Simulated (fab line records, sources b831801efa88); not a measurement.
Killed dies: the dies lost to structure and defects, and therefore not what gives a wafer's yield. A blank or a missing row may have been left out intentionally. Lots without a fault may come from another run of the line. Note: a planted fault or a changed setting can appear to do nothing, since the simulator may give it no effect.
Which tool was responsible? -- flow sky130 -- 14 lots with 42 wafers sampled at 4 steps, on a route of 708 steps

WHAT THE GAUGES SHOWED, per wafer
Not one reading of a measure or inspect step in the record can be checked against a usual standard deviation.

WHICH TOOL RAN EACH LOT (tool, then ch and the chambers of the sampled wafers, then the start)
lot,SKY_VT_ADJUST_HVTP_PEB_05,SKY_LDD_HVN_STRIP_09,SKY_LDD_HVP_STRIP_09,SKY_POLY_CUT_ETCH_10
L796,"litho-track-04 ch 0, day 5 19:02","plasma-asher-02 ch 1, day 19 15:57","plasma-asher-01 ch 1, day 20 22:25","rie-diel-03 ch 1,3, day 23 12:01"
L797,"litho-track-01 ch 0, day 6 07:41","plasma-asher-04 ch 0,1, day 20 06:47","plasma-asher-01 ch 0,1, day 21 13:41","rie-diel-03 ch 1,2, day 24 04:04"
L799,"litho-track-01 ch 0, day 6 17:41","plasma-asher-02 ch 1, day 21 03:18","plasma-asher-04 ch 0,1, day 22 10:25","rie-diel-02 ch 0,3, day 25 00:34"
L801,"litho-track-04 ch 0, day 7 11:20","plasma-asher-01 ch 0,1, day 22 13:00","plasma-asher-04 ch 0,1, day 23 19:05","rie-diel-04 ch 1,2,3, day 26 07:44"
L803,"litho-track-04 ch 0, day 8 02:35","plasma-asher-04 ch 0,1, day 23 02:36","plasma-asher-03 ch 0,1, day 24 08:16","rie-diel-03 ch 0,1,3, day 26 20:10"
L804,"litho-track-01 ch 0, day 8 10:40","plasma-asher-04 ch 0,1, day 23 17:54","plasma-asher-04 ch 0,1, day 24 22:58","rie-diel-03 ch 0,2, day 27 11:38"
L806,"litho-track-01 ch 0, day 8 15:04","plasma-asher-02 ch 0,1, day 24 00:41","plasma-asher-04 ch 0,1, day 25 06:47","rie-diel-03 ch 1,2, day 27 18:37"
L809,"litho-track-01 ch 0, day 9 11:10","plasma-asher-02 ch 0,1, day 25 00:13","plasma-asher-03 ch 0,1, day 26 05:08","rie-diel-03 ch 0,2, day 28 17:32"
L810,"litho-track-04, day 9 16:23","plasma-asher-04 ch 0,1, day 25 07:10","plasma-asher-03 ch 0,1, day 26 11:59","rie-diel-02 ch 0,1,3, day 28 23:14"
L811,"litho-track-01, day 10 00:14","plasma-asher-01 ch 1, day 25 18:36","plasma-asher-01 ch 0,1, day 26 23:47","rie-diel-02 ch 1,2, day 30 08:28"
L812,"litho-track-01 ch 0, day 10 12:19","plasma-asher-01 ch 0,1, day 26 11:44","plasma-asher-03 ch 0,1, day 27 16:22","rie-diel-03 ch 0,2,3, day 30 08:04"
L817,"litho-track-01 ch 0, day 12 15:49","plasma-asher-02 ch 0,1, day 28 18:20","plasma-asher-01 ch 0, day 29 21:19","rie-diel-04 ch 0,2,3, day 32 08:22"
L818,"litho-track-04 ch 0, day 12 16:02","plasma-asher-01 ch 1, day 28 20:15","plasma-asher-04 ch 0,1, day 29 22:52","rie-diel-02 ch 0,3, day 32 08:04"
L819,"litho-track-01 ch 0, day 12 16:07","plasma-asher-01 ch 0,1, day 29 02:14","plasma-asher-03 ch 0,1, day 30 05:23","rie-diel-02 ch 0,1,3, day 32 13:47"
- SKY_VT_ADJUST_HVTP_PEB_05
- SKY_LDD_HVN_STRIP_09: strips in O2/N2.
- SKY_LDD_HVP_STRIP_09: strips in O2/N2.
- SKY_POLY_CUT_ETCH_10: etches BARC in N2/H2, stops on SiO2, time 45.9 s, target depth 60 nm.

AS READ BY THE TOOLS THEMSELVES (means over the sampled wafers that have a number; for cases with no such wafer, the mark the record gives instead)
SKY_VT_ADJUST_HVTP_PEB_05. Usual: exhaust-pa at 44.8 Pa, with a standard deviation of 0.93.
lot,tool,exhaust-pa (Pa),flag
L796,litho-track-04,45.7,
L797,litho-track-01,44.0,
L799,litho-track-01,43.6,
L801,litho-track-04,44.7,
L803,litho-track-04,45.0,
L804,litho-track-01,44.5,
L806,litho-track-01,44.4,
L809,litho-track-01,43.5,
L810,litho-track-04,-,OFF
L811,litho-track-01,-,OFF
L812,litho-track-01,44.9,
L817,litho-track-01,44.5,
L818,litho-track-04,44.7,
L819,litho-track-01,44.5,

SKY_LDD_HVN_STRIP_09. Usual: drypump-motor-current-A 5.6 A, standard deviation 0.37; oes-product-au 0.408 a.u., standard deviation 0.0043; strip-time-to-endpoint-s 4.135 s, standard deviation 0.011.
lot,tool,drypump-motor-current-A (A),oes-product-au (a.u.),strip-time-to-endpoint-s (s),flag
L796,plasma-asher-02,6.1,0.406,4.131,
L797,plasma-asher-04,5.7,0.407,4.134,
L799,plasma-asher-02,6.1,0.410,4.146,
L801,plasma-asher-01,5.2,0.406,4.146,
L803,plasma-asher-04,5.8,0.405,4.136,
L804,plasma-asher-04,5.8,0.407,4.120,
L806,plasma-asher-02,6.0,0.410,4.132,
L809,plasma-asher-02,6.1,0.407,4.137,
L810,plasma-asher-04,5.8,0.405,4.144,
L811,plasma-asher-01,5.2,0.409,4.131,
L812,plasma-asher-01,5.1,0.407,4.134,
L817,plasma-asher-02,6.1,0.411,4.123,
L818,plasma-asher-01,5.2,0.407,4.143,
L819,plasma-asher-01,5.2,0.411,4.137,

SKY_LDD_HVP_STRIP_09. Usual: drypump-motor-current-A 5.6 A, standard deviation 0.43; oes-product-au 0.409 a.u., standard deviation 0.0048; strip-time-to-endpoint-s 4.132 s, standard deviation 0.013.
lot,tool,drypump-motor-current-A (A),oes-product-au (a.u.),strip-time-to-endpoint-s (s),flag
L796,plasma-asher-01,5.2,0.411,4.128,
L797,plasma-asher-01,5.2,0.410,4.126,
L799,plasma-asher-04,5.7,0.409,4.111,
L801,plasma-asher-04,5.8,0.405,4.132,
L803,plasma-asher-03,5.7,0.405,4.118,
L804,plasma-asher-04,5.8,0.406,4.129,
L806,plasma-asher-04,5.7,0.406,4.149,
L809,plasma-asher-03,6.1,0.411,4.119,
L810,plasma-asher-03,5.7,0.404,4.129,
L811,plasma-asher-01,5.2,0.408,4.135,
L812,plasma-asher-03,5.7,0.409,4.134,
L817,plasma-asher-01,5.1,0.412,4.137,
L818,plasma-asher-04,5.7,0.411,4.143,
L819,plasma-asher-03,6.1,0.407,4.137,

SKY_POLY_CUT_ETCH_10. Usual: drypump-motor-current-A 5.6 A, standard deviation 0.53; oes-product-au 0.854 a.u., standard deviation 0.0047; rf-fwd-power-W 494.5 W, standard deviation 2.3; throttle-valve-pct 13.224 %, standard deviation 0.0091.
lot,tool,drypump-motor-current-A (A),oes-product-au (a.u.),rf-fwd-power-W (W),throttle-valve-pct (%),flag
L796,rie-diel-03,5.1,0.852,492.9,13.229,
L797,rie-diel-03,5.9,0.857,495.7,13.235,
L799,rie-diel-02,5.4,0.856,496.9,13.232,
L801,rie-diel-04,5.1,0.851,495.8,13.232,
L803,rie-diel-03,5.3,0.855,494.8,13.227,
L804,rie-diel-03,5.7,0.852,495.4,13.227,
L806,rie-diel-03,5.9,0.855,493.1,13.221,
L809,rie-diel-03,5.9,0.860,495.8,13.224,
L810,rie-diel-02,5.6,0.856,495.4,13.220,
L811,rie-diel-02,6.0,0.853,494.6,13.228,
L812,rie-diel-03,5.4,0.851,494.9,13.223,
L817,rie-diel-04,5.6,0.855,493.8,13.225,
L818,rie-diel-02,5.4,0.848,496.0,13.217,
L819,rie-diel-02,5.6,0.854,492.9,13.218,

THE ANSWER, worked out from the rows above alone
Rule: a lot counts as off when the mean over its wafers that have a number is more than 3 standard deviations away from the usual mean. Also off: a lot with no number at a reading for which 4 or more lots have one. Where the step has rows for the other lots, those lots are counted as sound. After the gauges, taken in route order, come the tools' own readings; for these a lot's mean is taken, as printed above. The first step at which some lot is off is used, and at that step the reading that is off furthest; a lot without a number counts as furthest.
Off, at SKY_VT_ADJUST_HVTP_PEB_05 on exhaust-pa: L810, L811. Without a number there: L810, L811.
If a tool, at that step or one of the process steps before it, ran each lot that is off and ran no sound lot following the first of them, it fits. None of those tried fits.

WHAT THE SIMULATOR HAD PUT IN
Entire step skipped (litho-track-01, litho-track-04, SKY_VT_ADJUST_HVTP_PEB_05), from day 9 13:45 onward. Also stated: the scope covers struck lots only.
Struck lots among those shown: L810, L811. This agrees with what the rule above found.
